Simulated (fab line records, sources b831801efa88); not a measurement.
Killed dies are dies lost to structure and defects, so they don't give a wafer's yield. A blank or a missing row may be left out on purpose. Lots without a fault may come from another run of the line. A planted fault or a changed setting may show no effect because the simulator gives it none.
Problem report in the 8D (eight disciplines) form, filled by code | flow gf180mcu | the parts of the form that need people (team, actions taken, sign-off) are left out

1. THE PROBLEM
VT_IMPLANT_3_TW at GF_VT_IMPLANT_TW_MEAS_32 reads a mean of 302.6 on 6 wafers of 2 lots; wafers without a fault read 268.7 with a standard deviation of 2.1. That is +16 standard deviations from the usual mean.
First seen on wafer L225.1, day 10 00:05, on film_metro-01. The record holds 39 wafers of 13 lots with a number at this step. Rule for "out", or "out of limits": more than 4 standard deviations from the usual mean. The other wafers with a number count as sound.

2. WHAT IT IS AND WHAT IT IS NOT
question                    | is                     | is not
which readings at this step | VT_IMPLANT_3_TW        | -
which lots                  | L225, L226             | L215, L216, L217, L227, L228, L229, L231, L233, L235, L236, L237
which wafers of those lots  | all that have a number | -
read on which gauges        | film_metro-01          | film_metro-02, film_metro-04
when                        | from day 10 00:05      | up to then (9 sound wafers); but 24 sound wafers of L227, L228, L229, L231, L233, L235, L236, L237 came after

3. SUSPECTS, AND WHAT RULES EACH OUT
Counting: a tool at a process step up to the reading stays a suspect if it ran every lot that is out and no sound lot after the first of them.
- the gauge at GF_VT_IMPLANT_TW_MEAS_32: ruled out. All the wafers that are out were read on film_metro-01, but those of them that GF_VT_IMPLANT_IMPLANT_30 has rows for are out there too, on other tools.
- implanter-01 at GF_VT_IMPLANT_IMPLANT_30: ruled out as a lasting fault. Sound lots L235, L237 ran on it after its first lot that is out, L225 (day 9 23:50).
Left after counting: nothing in the record.

4. THE CAUSE (what the simulator had put in)
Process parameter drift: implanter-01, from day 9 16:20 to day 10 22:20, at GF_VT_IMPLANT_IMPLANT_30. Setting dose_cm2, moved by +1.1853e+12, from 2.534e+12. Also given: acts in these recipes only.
Counting ruled it out, wrongly: the rule takes a fault to strike every lot that its tool runs from its start on, and this one did not.

5. THE CHAIN OF EFFECTS, in route order
Each row: a reading whose mean over the struck wafers that have a number lies more than 3 standard deviations from the usual. Only readings for which the record gives a usual standard deviation are gone through. hours: the time from each lot's start at the first step in this table that gives one to its start at this step, as a median over the lots. sigmas: the change in usual standard deviations.
hours | step                     | reading            | usual      | on struck wafers | change      | sigmas
0     | GF_VT_IMPLANT_IMPLANT_30 | dose_ions_cm2      | 2.5333e+12 | 3.7194e+12       | +1.1861e+12 | +99 or more
0     | GF_VT_IMPLANT_IMPLANT_30 | faraday_current_uA | 14.27      | 20.92            | +6.65       | +22
0     | GF_VT_IMPLANT_TW_MEAS_32 | VT_IMPLANT_3_TW    | 268.7      | 302.6            | +33.9       | +16
The process steps in it:
- GF_VT_IMPLANT_IMPLANT_30
Later measuring or inspecting steps at which every struck wafer that the step has a row for has a number for every such reading, and none has moved that far: GF_M1_RS_MEAS_05.

6. WHAT WOULD HAVE CAUGHT IT SOONER
In this record the first reading out of limits at a measuring or inspecting step was taken at day 10 00:05, 8 hours after the fault began at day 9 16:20.
The tool's own readings at GF_VT_IMPLANT_IMPLANT_30 were out on every struck wafer that the step has a row for (dose_ions_cm2, faraday_current_uA): an alarm limit on them would have fired on the first of those.
